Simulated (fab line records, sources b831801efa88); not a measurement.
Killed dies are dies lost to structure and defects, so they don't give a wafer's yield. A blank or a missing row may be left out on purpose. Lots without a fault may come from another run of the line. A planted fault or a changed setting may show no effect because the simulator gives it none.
Tool commonality check | flow gf180mcu | 13 lots, 39 wafers sampled

WHY IT WAS OPENED
At GF_MVPSD_TW_MEAS_11 the reading MVPSD_TW is flagged on 1 of 13 lots. Wafers without a fault read 550, standard deviation 7.7.
Rule: a lot is flagged when every wafer of it that has a number lies more than 4 standard deviations from that mean, or none has a number. The other lots count as sound.

lot  | measured     | on            | MVPSD_TW, wafer by wafer | flag
L899 | day 5 03:06  | film_metro-04 | 556 558 556              |
L900 | day 5 06:49  | film_metro-03 | 540 537 541              |
L901 | day 5 12:29  | film_metro-03 | 537 539 538              |
L905 | day 6 17:42  | film_metro-04 | 30 30 30                 | FLAGGED
L907 | day 7 02:56  | film_metro-04 | 558 558 559              |
L912 | day 8 08:07  | film_metro-01 | 559 558 556              |
L914 | day 8 18:35  | film_metro-04 | 560 556 556              |
L915 | day 8 23:45  | film_metro-01 | 557 558 559              |
L916 | day 9 07:51  | film_metro-04 | 557 559 559              |
L918 | day 9 17:50  | film_metro-03 | 544 545 541              |
L920 | day 10 07:08 | film_metro-01 | 558 556 556              |
L921 | day 10 10:54 | film_metro-04 | 554 556 558              |
L922 | day 10 17:29 | film_metro-01 | 556 554 555              |
The numbers of the flagged lots are 30 on average: -520 against the usual, or -68 standard deviations.

WHICH TOOL RAN EACH LOT
The record holds 1 process step before the reading, out of a route of 602 steps. In each cell: the tool, then ch and the chambers that the sampled wafers went through, then the start.
lot  | flag    | GF_MVPSD_EXPOSE_04
L899 |         | iline_stepper-02 ch 0, day 4 19:48
L900 |         | iline_stepper-01 ch 0, day 4 23:17
L901 |         | iline_stepper-02 ch 0, day 5 04:56
L905 | FLAGGED | iline_stepper-02 ch 0, day 6 10:00
L907 |         | iline_stepper-02 ch 0, day 6 18:40
L912 |         | iline_stepper-01 ch 0, day 7 23:41
L914 |         | iline_stepper-02 ch 0, day 8 10:35
L915 |         | iline_stepper-01 ch 0, day 8 14:57
L916 |         | iline_stepper-01 ch 0, day 8 22:49
L918 |         | iline_stepper-02 ch 0, day 9 08:54
L920 |         | iline_stepper-02 ch 0, day 9 22:14
L921 |         | iline_stepper-01 ch 0, day 10 01:45
L922 |         | iline_stepper-02 ch 0, day 10 08:10
What these steps do:
- GF_MVPSD_EXPOSE_04: exposes mask MVPSD, target cd 1000 nm.
- GF_MVPSD_TW_MEAS_11

FLAGGED OVER TOTAL, TOOL BY TOOL (the gauges that took the reading come last)
step                | tool             | lots run | flagged | share of the flagged lots | sound lots run after its first flagged lot
GF_MVPSD_EXPOSE_04  | iline_stepper-01 | 5        | 0       | none                      | -
GF_MVPSD_EXPOSE_04  | iline_stepper-02 | 8        | 1       | all                       | 5 (L907,L914,L918,L920,L922)
GF_MVPSD_TW_MEAS_11 | film_metro-01    | 4        | 0       | none                      | -
GF_MVPSD_TW_MEAS_11 | film_metro-03    | 3        | 0       | none                      | -
GF_MVPSD_TW_MEAS_11 | film_metro-04    | 6        | 1       | all                       | 4 (L907,L914,L916,L921)

WHAT THE TABLE ALLOWS
2 rows of the table ran every flagged lot: iline_stepper-02 at GF_MVPSD_EXPOSE_04, film_metro-04 at GF_MVPSD_TW_MEAS_11.
- iline_stepper-02 at GF_MVPSD_EXPOSE_04: 1 of its 8 lots flagged. Sound lots ran on it after the first flagged one (L907, L914, L918, L920, L922), which a lasting fault on the whole tool wouldn't allow.
- film_metro-04 at GF_MVPSD_TW_MEAS_11: 1 of its 6 lots flagged. Sound lots ran on it after the first flagged one (L907, L914, L916, L921), which a lasting fault on the whole tool wouldn't allow.
No row of the table ran every flagged lot and no sound lot after the first.

WHAT THE SIMULATOR HAD PUT IN
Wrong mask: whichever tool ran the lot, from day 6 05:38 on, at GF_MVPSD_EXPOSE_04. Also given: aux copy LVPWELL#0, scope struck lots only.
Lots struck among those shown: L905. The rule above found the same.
